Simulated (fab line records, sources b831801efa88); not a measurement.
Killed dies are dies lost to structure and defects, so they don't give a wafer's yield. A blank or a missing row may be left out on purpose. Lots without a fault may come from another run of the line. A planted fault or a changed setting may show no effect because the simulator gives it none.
Which tool did it? | flow gf180mcu | 12 lots, 36 wafers sampled, at 6 steps of a route of 602

WHAT THE GAUGES READ, wafer by wafer
GF_PSD_RS_MEAS_14: measures by four-point-probe.
lot  | measured     | on            | NSD_RS (ohm/sq)
L301 | day 14 05:08 | film_metro-02 | 46.24 46.23 46.23
L304 | day 15 10:01 | film_metro-03 | 46.26 46.24 46.25
L305 | day 15 15:37 | film_metro-04 | 46.22 46.23 46.20
L306 | day 15 21:09 | film_metro-02 | 46.03 46.07 46.05
L308 | day 16 22:41 | film_metro-03 | 46.17 46.16 46.07
L311 | day 18 03:34 | film_metro-02 | 46.18 46.08 46.08
L313 | day 18 14:52 | film_metro-03 | 46.03 46.11 45.99
L316 | day 19 18:16 | film_metro-03 | 47.89 47.88 47.74
L317 | day 20 01:53 | film_metro-02 | 47.73 47.61 47.70
L318 | day 20 08:25 | film_metro-04 | 46.07 46.11 46.21
L322 | day 21 11:46 | film_metro-04 | 46.04 45.93 46.06
L323 | day 22 01:44 | film_metro-02 | 46.10 46.05 46.03

GF_M2_OVL_MEAS_15.
lot  | measured     | on         | M2_OVL (nm)
L301 | day 19 03:14 | overlay-02 | -7 7 -1
L304 | day 20 13:22 | overlay-01 | 4 7 -3
L305 | day 20 18:54 | overlay-01 | -7 -7 -3
L306 | day 21 00:41 | overlay-01 | -3 -3 -8
L308 | day 22 05:05 | overlay-02 | -14 -14 -4
L311 | day 23 07:29 | overlay-01 | 1 10 -6
L313 | day 23 17:48 | overlay-02 | 2 2 -4
L316 | day 24 19:38 | overlay-02 | 2 6 1
L317 | day 25 04:00 | overlay-02 | 9 2 7
L318 | day 25 08:56 | overlay-01 | -2 0 -7
L322 | day 26 10:29 | overlay-01 | -1 3 3
L323 | day 26 22:00 | overlay-02 | 2 -2 -7

GF_M3_OVL_MEAS_15.
lot  | measured     | on         | M3_OVL (nm)
L301 | day 21 06:41 | overlay-02 | -4 -8 -13
L304 | day 22 16:45 | overlay-02 | 8 0 2
L305 | day 22 21:05 | overlay-02 | -2 0 -6
L306 | day 23 03:34 | overlay-01 | 0 2 -14
L308 | day 24 05:55 | overlay-02 | 0 -3 0
L311 | day 25 06:56 | overlay-02 | 12 12 8
L313 | day 25 16:59 | overlay-02 | 13 7 6
L316 | day 26 17:25 | overlay-02 | -5 -6 -7
L317 | day 27 01:02 | overlay-02 | 4 1 2
L318 | day 27 05:32 | overlay-02 | 12 11 8
L322 | day 28 05:38 | overlay-01 | 2 -4 -3
L323 | day 28 16:50 | overlay-02 | -8 -7 -5

WHICH TOOL RAN EACH LOT (tool, then ch and the chambers of the sampled wafers, then the start)
lot  | GF_NSD_IMPLANT_10               | GF_NSD_STRIP_11                      | GF_M2_SPUTTER_01
L301 | implanter-01 ch 0, day 13 09:01 | plasma_asher-03 ch 0,1, day 13 09:10 | pvd_sputter-04, day 18 03:47
L304 | implanter-02 ch 0, day 14 12:47 | plasma_asher-04 ch 0,1, day 14 12:55 | pvd_sputter-04, day 19 12:36
L305 | implanter-03 ch 0, day 14 18:07 | plasma_asher-01 ch 0,1, day 14 18:16 | pvd_sputter-01, day 19 18:57
L306 | implanter-03 ch 0, day 14 23:29 | plasma_asher-01 ch 0,1, day 14 23:38 | pvd_sputter-01, day 20 00:17
L308 | implanter-03 ch 0, day 15 22:31 | plasma_asher-01 ch 0,1, day 15 22:40 | pvd_sputter-04, day 21 04:58
L311 | implanter-02 ch 0, day 17 03:49 | plasma_asher-03 ch 0,1, day 17 03:56 | pvd_sputter-04, day 22 08:14
L313 | implanter-03 ch 0, day 17 14:41 | plasma_asher-04 ch 0,1, day 17 14:50 | pvd_sputter-02, day 22 18:38
L316 | implanter-03 ch 0, day 18 18:01 | plasma_asher-04 ch 0,1, day 18 18:10 | pvd_sputter-01, day 23 22:11
L317 | implanter-03 ch 0, day 19 01:13 | plasma_asher-03 ch 1, day 19 01:22   | pvd_sputter-04, day 24 05:59
L318 | implanter-01 ch 0, day 19 08:16 | plasma_asher-04 ch 0,1, day 19 08:25 | pvd_sputter-04, day 24 11:05
L322 | implanter-02 ch 0, day 20 11:14 | plasma_asher-01 ch 0,1, day 20 11:23 | pvd_sputter-01, day 25 12:56
L323 | implanter-01 ch 0, day 21 00:28 | plasma_asher-01 ch 0,1, day 21 00:37 | pvd_sputter-01, day 26 01:53
- GF_NSD_IMPLANT_10
- GF_NSD_STRIP_11: strips in O2/N2.
- GF_M2_SPUTTER_01: material TiN, target thk 30 nm, time 25 s.

WHAT THE TOOLS THEMSELVES READ (means of the sampled wafers that have a number; where no wafer has one, the mark that the record gives instead)
GF_NSD_IMPLANT_10.
lot  | tool         | dose_ions_cm2 | faraday_current_uA
L301 | implanter-01 | 5e+14         | 2745
L304 | implanter-02 | 5e+14         | 2835
L305 | implanter-03 | 5e+14         | 2779
L306 | implanter-03 | 5e+14         | 2831
L308 | implanter-03 | 5e+14         | 2742
L311 | implanter-02 | 5e+14         | 2759
L313 | implanter-03 | 5e+14         | 2805
L316 | implanter-03 | 4e+14         | 2090
L317 | implanter-03 | 4e+14         | 2060
L318 | implanter-01 | 5e+14         | 2769
L322 | implanter-02 | 5e+14         | 2849
L323 | implanter-01 | 5e+14         | 2814

GF_NSD_STRIP_11.
lot  | tool            | drypump_motor_current_A (A) | heater_power_w (W) | n2_flow_sccm (sccm) | oes_product_au (a.u.) | strip_time_to_endpoint_s (s)
L301 | plasma_asher-03 | 5.7                         | 348                | 300.1               | 0.488                 | 22.93
L304 | plasma_asher-04 | 5.8                         | 346                | 300.7               | 0.488                 | 22.97
L305 | plasma_asher-01 | 5.8                         | 301                | 300.5               | 0.489                 | 22.98
L306 | plasma_asher-01 | 5.3                         | 294                | 299.7               | 0.490                 | 22.94
L308 | plasma_asher-01 | 5.3                         | 298                | 300.5               | 0.489                 | 22.97
L311 | plasma_asher-03 | 5.7                         | 354                | 299.7               | 0.487                 | 23.03
L313 | plasma_asher-04 | 5.8                         | 351                | 299.9               | 0.489                 | 22.94
L316 | plasma_asher-04 | 5.8                         | 352                | 299.4               | 0.486                 | 22.77
L317 | plasma_asher-03 | 5.7                         | 365                | 299.7               | 0.491                 | 22.86
L318 | plasma_asher-04 | 5.8                         | 351                | 300.6               | 0.485                 | 22.90
L322 | plasma_asher-01 | 5.7                         | 298                | 300.5               | 0.484                 | 23.00
L323 | plasma_asher-01 | 5.7                         | 294                | 299.7               | 0.486                 | 22.94

GF_M2_SPUTTER_01.
lot  | tool           | throttle_valve_pct (%)
L301 | pvd_sputter-04 | 30.6
L304 | pvd_sputter-04 | 30.6
L305 | pvd_sputter-01 | 30.7
L306 | pvd_sputter-01 | 30.1
L308 | pvd_sputter-04 | 30.3
L311 | pvd_sputter-04 | 30.6
L313 | pvd_sputter-02 | 29.4
L316 | pvd_sputter-01 | 30.2
L317 | pvd_sputter-04 | 30.0
L318 | pvd_sputter-04 | 30.7
L322 | pvd_sputter-01 | 29.8
L323 | pvd_sputter-01 | 29.7

THE ANSWER, worked out from the rows above alone
Rule: what is usual is taken from the lots themselves. Put in order of their means at a reading, lots are off if they are a third of the lots or fewer, leave a main group of 4 or more, and stand apart from it by a gap of 3 or more times the standard deviation of the main group's means; of several such gaps the widest counts. A main group whose means are all the same, to the digits that the tables above print for the reading, isn't used. A lot without any number at a reading at which 4 lots or more have one is off too. The other lots that the step has rows for count as sound. The gauges are gone through in route order, then the tools' own readings, and for those a lot's mean is taken as printed above. The first step at which some lot is off is used, and at that step the reading that is off furthest; a lot without a number counts as furthest.
Off: L316, L317, at GF_PSD_RS_MEAS_14 (NSD_RS). The main group: mean 46.12 ohm/sq, standard deviation 0.081.
A tool fits if, at a process step before that reading, it ran every lot that is off, and no sound lot after the first of them. The gauges at GF_PSD_RS_MEAS_14 aren't tried: what is off there is off at GF_NSD_IMPLANT_10 too, on other tools, and a gauge's error can't cause that. One fits: implanter-03 at GF_NSD_IMPLANT_10. Its last sound lot is L313 (day 17 14:41), its first lot that is off L316 (day 18 18:01): a fault that began between those two fits.
The tool's own readings at GF_NSD_IMPLANT_10 bear it out: on the lots that are off they differ by more than 5 times the standard deviation of the sound lots' means. dose_ions_cm2 reads 4e+14 there against 5e+14 on the sound lots; faraday_current_uA reads 2075 there against 2793 on the sound lots.

WHAT THE SIMULATOR HAD PUT IN
Process parameter drift: implanter-03, from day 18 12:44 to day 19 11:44, at GF_NSD_IMPLANT_10. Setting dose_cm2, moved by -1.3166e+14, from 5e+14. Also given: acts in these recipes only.
Lots struck among those shown: L316, L317. The rule above found the same.
